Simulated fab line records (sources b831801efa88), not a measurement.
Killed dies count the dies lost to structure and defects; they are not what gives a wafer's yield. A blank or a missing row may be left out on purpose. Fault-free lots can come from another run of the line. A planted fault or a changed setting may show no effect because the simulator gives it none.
Chamber matching ; flow gf180mcu ; rie diel-03 running GF_CONTACT_ETCH_16: 4 sister chambers
The step etches BARC in N2/H2. 16 wafers are shown with their chamber, then 8 later ones without.

## WAFERS WITH THEIR CHAMBER
wafer;chamber;drypump motor current A (A);oes product au (a.u.);throttle valve pct (%)
L074.2;3;5.8;0.849;13.234
L074.5;0;5.3;0.854;13.229
L074.6;3;5.7;0.855;13.219
L078.1;1;5.7;0.848;13.222
L078.3;2;5.5;0.857;13.231
L078.5;2;5.5;0.860;13.236
L079.1;2;5.5;0.852;13.213
L079.2;3;5.7;0.861;13.215
L079.5;3;5.7;0.858;13.231
L080.1;2;5.5;0.855;13.231
L080.2;1;5.7;0.852;13.229
L080.5;2;5.5;0.853;13.213
L082.3;3;5.7;0.854;13.223
L082.4;2;5.5;0.854;13.228
L082.5;3;5.7;0.848;13.211
L084.2;0;5.4;0.854;13.241

SIGNATURES, as means of the wafers listed above
reading;chamber 0;chamber 1;chamber 2;chamber 3;scatter within a chamber
drypump motor current A;5.350;5.700;5.500;5.717;0.0333
oes product au;0.85400;0.85000;0.85517;0.85417;0.00385
throttle valve pct;13.23500;13.22550;13.22533;13.22217;0.00909
Rule: distance of a wafer from a chamber = root of the sum over the readings of ((wafer's reading minus chamber's mean) / reading's scatter) squared. If the next closest chamber is less than 2 further off than the closest, the wafer can't be placed; otherwise it belongs to the closest. The scatter: take each reading less its chamber's mean, square it, sum over the shown wafers, divide by the number of wafers less the number of chambers, and take the root.

## WAFERS WHOSE CHAMBER IS MISSING
wafer;drypump motor current A (A);oes product au (a.u.);throttle valve pct (%)
L084.5;5.7;0.848;13.221
L084.6;5.4;0.857;13.234
L089.1;5.5;0.846;13.240
L089.2;5.8;0.844;13.232
L089.3;5.3;0.854;13.217
L095.1;5.7;0.853;13.234
L095.2;5.4;0.859;13.220
L095.6;5.5;0.853;13.221

## EACH ONE'S CHAMBER
wafer;from the rows above;in truth
L084.5;can't be placed: 1 or 3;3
L084.6;can't be placed: 0 or 2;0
L089.1;2;2
L089.2;can't be placed: 1 or 3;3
L089.3;0;0
L095.1;can't be placed: 1 or 3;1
L095.2;can't be placed: 0 or 2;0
L095.6;2;2
3 of 8 placed correctly. Not placeable from these rows: 5 (in 5, the candidates include the true chamber). Placed wrongly: 0.
